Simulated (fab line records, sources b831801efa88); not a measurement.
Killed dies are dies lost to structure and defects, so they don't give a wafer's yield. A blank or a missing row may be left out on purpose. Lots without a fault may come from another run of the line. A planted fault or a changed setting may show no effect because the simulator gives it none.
One fault seen from 2 desks | flow sky130 | each desk has only its own numbers; what lay behind them comes last

THE METROLOGY DESK
What the gauges read, lot by lot, whatever tool the lot ran on: means of the sampled wafers that have a number. A lot is out of limits, marked OUT, if its mean lies more than 4 standard deviations from the usual mean; the brackets give that distance.
Columns: A = SD_P_TW at SKY_SD_P_TW_MEAS_11, usual 2852; B = CAPM_TIN_RS at SKY_CAPM_RS_MEAS_03, usual 6.94 ohm/sq; C = CAPM_TIN_THK at SKY_CAPM_THK_MEAS_04, usual 201.4 nm
lot  | first seen here | A    | B    | C
L623 | day 26 09:50    | 2839 | 6.91 | 202.9
L624 | day 26 22:33    | 2854 | 6.92 | 202.1
L625 | day 27 00:58    | 2872 | 7.05 | 198.3
L626 | day 27 07:19    | 2879 | 6.83 | 204.6
L627 | day 27 16:37    | 2853 | 6.99 | 199.5
L628 | day 27 23:22    | 2841 | 6.90 | 202.6
L629 | day 28 03:34    | 2831 | 7.00 | 199.5
L634 | day 30 02:50    | 2839 | 6.76 | 207.7
L642 | day 32 13:19    | 2857 | 6.89 | 201.8
L644 | day 33 06:04    | 2848 | 6.85 | 203.4
L645 | day 33 10:52    | 2861 | 6.91 | 201.9
This desk's finding: nothing out of limits on any of the 11 lots.

THE TOOL OWNER'S DESK: pvd_sputter-02
The tool's own readings at SKY_CAPM_SPUTTER_02 (material TiN, target thk 200 nm, time 166.7 s): means of the sampled wafers that have a number, for each lot that ran on this tool. A lot is out of limits, marked OUT, if its mean lies more than 4 standard deviations from the usual mean; the brackets give that distance.
Columns: A = throttle_valve_pct at SKY_CAPM_SPUTTER_02, usual 29.6 %
lot  | first seen here | A
L623 | day 37 13:22    | 28.3
L625 | day 38 01:28    | 27.9
L626 | day 38 08:00    | 31.6
L628 | day 38 18:46    | 29.5
L629 | day 38 23:11    | 29.7
L634 | day 40 18:41    | 31.1
This desk's finding: nothing out of limits on any of the 6 lots.

PUT TOGETHER
The metrology desk saw nothing out of limits.
The tool owner's desk saw nothing out of limits.

WHAT THE SIMULATOR HAD PUT IN
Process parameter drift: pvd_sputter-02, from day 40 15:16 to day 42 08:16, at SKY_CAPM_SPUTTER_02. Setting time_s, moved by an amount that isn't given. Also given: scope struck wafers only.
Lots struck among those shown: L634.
